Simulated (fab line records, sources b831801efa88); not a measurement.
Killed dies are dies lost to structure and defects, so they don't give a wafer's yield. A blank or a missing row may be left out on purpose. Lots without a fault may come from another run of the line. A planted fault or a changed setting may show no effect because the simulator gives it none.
Which tool did it? | flow sky130 | 12 lots, 36 wafers sampled, at 5 steps of a route of 708

WHAT THE GAUGES READ, wafer by wafer
SKY_NWELL_THK_MEAS_02. Usual: NWELL_OXIDATION_THK 10.06 nm, standard deviation 0.2.
lot  | measured    | on            | NWELL_OXIDATION_THK (nm) | flag
L519 | day 3 00:25 | film_metro-02 | 10.13 10.09 10.21        |
L520 | day 3 06:05 | film_metro-02 | 9.93 10.03 9.98          |
L522 | day 3 16:00 | film_metro-04 | 9.82 9.84 9.96           |
L523 | day 3 20:33 | film_metro-02 | 9.99 10.06 9.92          |
L524 | day 4 01:03 | film_metro-04 | 10.25 9.99 10.08         |
L526 | day 4 10:42 | film_metro-04 | 9.97 10.12 9.92          |
L532 | day 5 18:31 | film_metro-02 | 9.74 9.92 9.79           |
L534 | day 6 09:05 | film_metro-02 | 10.15 10.07 10.11        |
L536 | day 6 20:07 | film_metro-03 | 9.95 10.08 10.21         |
L537 | day 6 22:51 | film_metro-04 | 9.78 9.79 9.80           |
L538 | day 7 03:43 | film_metro-02 | 10.04 9.99 10.01         |
L540 | day 7 13:19 | film_metro-04 | 10.35 10.42 10.14        |

SKY_NWELL_RS_MEAS_29: measures by four-point-probe. Usual: NWELL_RS 618.2 ohm/sq, standard deviation 1.5.
lot  | measured     | on            | NWELL_RS (ohm/sq) | flag
L519 | day 5 21:31  | film_metro-02 | 616.3 616.9 616.1 |
L520 | day 6 03:16  | film_metro-04 | 617.5 617.8 617.3 |
L522 | day 6 16:09  | film_metro-04 | 618.6 617.9 617.0 |
L523 | day 6 21:08  | film_metro-04 | 615.1 615.4 617.6 |
L524 | day 7 04:15  | film_metro-04 | 617.7 616.6 619.0 |
L526 | day 7 14:55  | film_metro-02 | 619.9 617.7 618.0 |
L532 | day 9 04:47  | film_metro-04 | 627.2 625.0 626.3 | OFF
L534 | day 9 20:46  | film_metro-02 | 625.4 626.3 625.3 | OFF
L536 | day 10 09:38 | film_metro-04 | 619.3 619.6 618.0 |
L537 | day 10 11:26 | film_metro-04 | 616.9 617.4 617.3 |
L538 | day 10 19:16 | film_metro-02 | 616.7 616.2 617.2 |
L540 | day 11 05:25 | film_metro-03 | 618.7 618.3 616.7 |

WHICH TOOL RAN EACH LOT (tool, then ch and the chambers of the sampled wafers, then the start)
lot  | SKY_FIELD_ISO_CMP_27         | SKY_DNWELL_STRIP_08                 | SKY_NWELL_IMPLANT_13
L519 | cmp-02 ch 0,2, day 2 21:57   | plasma_asher-03 ch 0,1, day 3 16:19 | implanter-02 ch 0, day 5 02:11
L520 | cmp-01 ch 1,2,3, day 3 01:55 | plasma_asher-03 ch 0,1, day 3 22:00 | implanter-02 ch 0, day 5 08:22
L522 | cmp-02 ch 2,3, day 3 13:16   | plasma_asher-03 ch 0,1, day 4 08:30 | implanter-02 ch 0, day 5 21:16
L523 | cmp-01 ch 0,2,3, day 3 16:16 | plasma_asher-04 ch 0,1, day 4 13:40 | implanter-02 ch 0, day 6 01:35
L524 | cmp-01 ch 1,2, day 3 22:09   | plasma_asher-01 ch 0,1, day 4 18:15 | implanter-01 ch 0, day 6 07:38
L526 | cmp-01 ch 0,2,3, day 4 07:46 | plasma_asher-01 ch 0,1, day 5 03:39 | implanter-02 ch 0, day 6 17:59
L532 | cmp-01 ch 0,3, day 5 15:31   | plasma_asher-04 ch 0,1, day 6 13:11 | implanter-03 ch 0, day 8 06:48
L534 | cmp-01 ch 0,2,3, day 6 06:10 | plasma_asher-04 ch 0,1, day 7 05:05 | implanter-03 ch 0, day 8 23:14
L536 | cmp-01 ch 0,3, day 6 16:10   | plasma_asher-03 ch 0,1, day 7 16:19 | implanter-01 ch 0, day 9 10:57
L537 | cmp-02 ch 0,2,3, day 6 19:14 | plasma_asher-04 ch 0,1, day 7 18:24 | implanter-01 ch 0, day 9 12:35
L538 | cmp-01 ch 1,2,3, day 7 00:21 | plasma_asher-01 ch 0,1, day 8 00:03 | implanter-01 ch 0, day 9 19:36
L540 | cmp-02 ch 2,3, day 7 10:31   | plasma_asher-03 ch 0,1, day 8 10:16 | implanter-02 ch 0, day 10 05:35
- SKY_FIELD_ISO_CMP_27: polishes, stops on Si3N4, t overpolish 16 s, target thk 457.8 nm.
- SKY_DNWELL_STRIP_08: strips in O2/N2.
- SKY_NWELL_IMPLANT_13

WHAT THE TOOLS THEMSELVES READ (means of the sampled wafers that have a number; where no wafer has one, the mark that the record gives instead)
SKY_FIELD_ISO_CMP_27. Usual: motor_current_A 12.8 A, standard deviation 1.1; overpolish_run_s 16.000 s, standard deviation 0.0093; time_to_endpoint_s 114 s, standard deviation 3.7.
lot  | tool   | motor_current_A (A) | overpolish_run_s (s) | time_to_endpoint_s (s) | flag
L519 | cmp-02 | 12.1                | 16.006               | 117                    |
L520 | cmp-01 | 13.0                | 16.005               | 113                    |
L522 | cmp-02 | 13.4                | 16.005               | 109                    |
L523 | cmp-01 | 12.6                | 16.002               | 117                    |
L524 | cmp-01 | 13.0                | 16.005               | 116                    |
L526 | cmp-01 | 12.7                | 15.991               | 114                    |
L532 | cmp-01 | 13.5                | 16.004               | 114                    |
L534 | cmp-01 | 12.8                | 15.993               | 110                    |
L536 | cmp-01 | 12.8                | 16.007               | 115                    |
L537 | cmp-02 | 12.7                | 15.997               | 114                    |
L538 | cmp-01 | 13.3                | 16.000               | 116                    |
L540 | cmp-02 | 12.9                | 15.998               | 111                    |

SKY_DNWELL_STRIP_08. Usual: drypump_motor_current_A 5.8 A, standard deviation 0.37; oes_product_au 0.722 a.u., standard deviation 0.0044; strip_time_to_endpoint_s 36.94 s, standard deviation 0.09.
lot  | tool            | drypump_motor_current_A (A) | oes_product_au (a.u.) | strip_time_to_endpoint_s (s) | flag
L519 | plasma_asher-03 | 6.0                         | 0.720                 | 36.98                        |
L520 | plasma_asher-03 | 6.0                         | 0.717                 | 36.97                        |
L522 | plasma_asher-03 | 6.1                         | 0.721                 | 37.00                        |
L523 | plasma_asher-04 | 5.4                         | 0.722                 | 36.99                        |
L524 | plasma_asher-01 | 5.9                         | 0.722                 | 37.08                        |
L526 | plasma_asher-01 | 5.6                         | 0.727                 | 36.82                        |
L532 | plasma_asher-04 | 5.4                         | 0.720                 | 36.81                        |
L534 | plasma_asher-04 | 5.4                         | 0.727                 | 36.91                        |
L536 | plasma_asher-03 | 6.0                         | 0.719                 | 37.07                        |
L537 | plasma_asher-04 | 5.4                         | 0.723                 | 36.96                        |
L538 | plasma_asher-01 | 5.6                         | 0.726                 | 36.92                        |
L540 | plasma_asher-03 | 6.1                         | 0.719                 | 36.90                        |

SKY_NWELL_IMPLANT_13. Usual: dose_ions_cm2 6.999e+11, standard deviation 7.1e+08; end_station_pressure_torr 5.04e-06 Torr, standard deviation 2.9e-07; faraday_current_uA 3.95, standard deviation 0.082.
lot  | tool         | dose_ions_cm2 | end_station_pressure_torr (Torr) | faraday_current_uA | flag
L519 | implanter-02 | 6.996e+11     | 4.63e-06                         | 3.93               |
L520 | implanter-02 | 7.006e+11     | 4.84e-06                         | 3.91               |
L522 | implanter-02 | 6.996e+11     | 4.88e-06                         | 3.93               |
L523 | implanter-02 | 7.013e+11     | 5.10e-06                         | 3.98               |
L524 | implanter-01 | 7.001e+11     | 5.09e-06                         | 3.94               |
L526 | implanter-02 | 6.998e+11     | 5.07e-06                         | 3.94               |
L532 | implanter-03 | 5.178e+11     | 5.05e-06                         | 2.89               | OFF
L534 | implanter-03 | 5.181e+11     | 5.19e-06                         | 2.90               | OFF
L536 | implanter-01 | 6.994e+11     | 5.09e-06                         | 3.91               |
L537 | implanter-01 | 6.997e+11     | 4.91e-06                         | 3.95               |
L538 | implanter-01 | 7.001e+11     | 4.94e-06                         | 3.99               |
L540 | implanter-02 | 6.996e+11     | 5.29e-06                         | 3.97               |

THE ANSWER, worked out from the rows above alone
Rule: a lot is off if the mean of its wafers that have a number lies more than 3 standard deviations from the usual mean. A lot without any number at a reading at which 4 lots or more have one is off too. The other lots that the step has rows for count as sound. The gauges are gone through in route order, then the tools' own readings, and for those a lot's mean is taken as printed above. The first step at which some lot is off is used, and at that step the reading that is off furthest; a lot without a number counts as furthest.
Off: L532, L534, at SKY_NWELL_RS_MEAS_29 (NWELL_RS).
A tool fits if, at a process step before that reading, it ran every lot that is off, and no sound lot after the first of them. The gauges at SKY_NWELL_RS_MEAS_29 aren't tried: what is off there is off at SKY_NWELL_IMPLANT_13 too, on other tools, and a gauge's error can't cause that. One fits: implanter-03 at SKY_NWELL_IMPLANT_13. It ran no sound lot before its first lot that is off in this sample, so the start can't be narrowed down.
The tool's own readings at SKY_NWELL_IMPLANT_13 bear it out: on the lots that are off they differ by more than 5 times the standard deviation of the sound lots' means. dose_ions_cm2 reads 5.180e+11 there against 7.000e+11 on the sound lots; faraday_current_uA reads 2.90 there against 3.95 on the sound lots.

WHAT THE SIMULATOR HAD PUT IN
Process parameter drift: implanter-03, from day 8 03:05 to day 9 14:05, at SKY_NWELL_IMPLANT_13. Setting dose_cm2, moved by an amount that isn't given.
Lots struck among those shown: L532, L534. The rule above found the same.
